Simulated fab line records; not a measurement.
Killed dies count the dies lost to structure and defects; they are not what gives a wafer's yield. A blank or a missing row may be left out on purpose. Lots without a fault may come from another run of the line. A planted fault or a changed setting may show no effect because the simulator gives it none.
Matching of chambers -- flow sky130 -- SKY_VIA2_CMP_02 on cmp-02 has 4 sister chambers
The step polishes SiO2. 7 wafers are shown with their chamber, then 7 later ones without.

WAFERS WITH THEIR CHAMBER
wafer,chamber,motor_current_A (A),slurry_flow_ml_min
L203.2,2,15.3,150.7
L205.4,2,15.1,150.4
L211.1,0,11.8,149.6
L211.3,3,13.4,150.1
L211.5,3,14.0,149.8
L219.2,0,11.8,149.7
L219.3,1,10.6,149.6

WAFERS WITHOUT THEIR CHAMBER
wafer,motor_current_A (A),slurry_flow_ml_min
L219.5,12.0,149.0
L218.1,10.5,150.1
L218.2,15.6,149.5
L218.6,10.3,150.2
L222.2,13.9,150.6
L222.3,15.6,150.1
L222.4,10.2,149.5

EACH ONE'S CHAMBER
wafer,from the rows above,in truth
L219.5,0,0
L218.1,1,1
L218.2,can't be placed: 2 or 3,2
L218.6,1,1
L222.2,can't be placed: 3 or 2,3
L222.3,2,2
L222.4,1,1
Placed correctly: 5 of 7. Not placeable from these rows: 2 (in 2, the candidates include the true chamber). Wrongly placed: 0.
How it was worked out, from the rows above alone: a wafer's distance from a chamber is the root of the sum, over the readings, of the square of ((its reading less the chamber's mean) divided by the reading's scatter). The wafer belongs to the nearest chamber; if the next one is less than 2 further off, it can't be placed. A chamber's mean is the mean of its shown wafers. The scatter: take each reading less its chamber's mean, square it, sum over the shown wafers, divide by the number of wafers less the number of chambers, and take the root.
